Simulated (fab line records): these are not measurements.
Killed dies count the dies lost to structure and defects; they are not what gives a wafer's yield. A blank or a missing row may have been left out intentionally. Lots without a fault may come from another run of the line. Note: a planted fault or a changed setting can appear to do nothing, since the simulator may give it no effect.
One fault seen from 2 desks :: flow gf180mcu :: only its own numbers are on each desk; what lay behind them is given at the end

THE METROLOGY DESK
Means of the sampled wafers that have a number, per lot and without regard to the tool the lot ran on: this is what the gauges read. Marked OUT: a lot whose mean sits more than 4 standard deviations from the usual mean, which makes it out of limits; the brackets give that distance.
Columns: A = V1_CVD_02_THK at GF_V1_THK_MEAS_03, usual 849 nm
lot: L446
first seen here: day 17 10:29
A: 856

lot: L447
first seen here: day 17 23:16
A: 849

lot: L448
first seen here: day 18 01:23
A: 859

lot: L449
first seen here: day 18 16:04
A: 855

lot: L450
first seen here: day 19 00:55
A: 845

lot: L454
first seen here: day 20 12:50
A: 856

lot: L455
first seen here: day 20 22:58
A: 864

lot: L456
first seen here: day 21 05:34
A: 855

lot: L458
first seen here: day 21 23:43
A: 841

lot: L459
first seen here: day 22 07:17
A: 842

lot: L460
first seen here: day 22 22:56
A: 834

lot: L461
first seen here: day 23 06:27
A: 848

lot: L462
first seen here: day 23 11:48
A: 844

lot: L464
first seen here: day 23 23:29
A: 844

lot: L466
first seen here: day 24 16:23
A: 864
This desk's finding: nothing out of limits on any of the 15 lots.

DESK OF THE TOOL OWNER: litho_track-04
The tool's own readings at GF_V1_DEVELOP_13 (develop time 60 s): means of the sampled wafers that have a number, for each lot that ran on this tool. Marked OUT: a lot whose mean sits more than 4 standard deviations from the usual mean, which makes it out of limits; the brackets give that distance.
Columns: A = chill_plate_temp_C at GF_V1_DEVELOP_13, usual 22.99 C
lot: L448
first seen here: day 19 01:09
A: 23.02

lot: L449
first seen here: day 19 16:43
A: 22.94

lot: L458
first seen here: day 22 22:55
A: 22.91

lot: L464
first seen here: day 24 21:40
A: 23.04
This desk's finding: nothing out of limits on any of the 4 lots.

PUT TOGETHER
Metrology desk: nothing out of limits seen.
Nothing out of limits was seen by the tool owner's desk.

WHAT THE SIMULATOR HAD INSERTED
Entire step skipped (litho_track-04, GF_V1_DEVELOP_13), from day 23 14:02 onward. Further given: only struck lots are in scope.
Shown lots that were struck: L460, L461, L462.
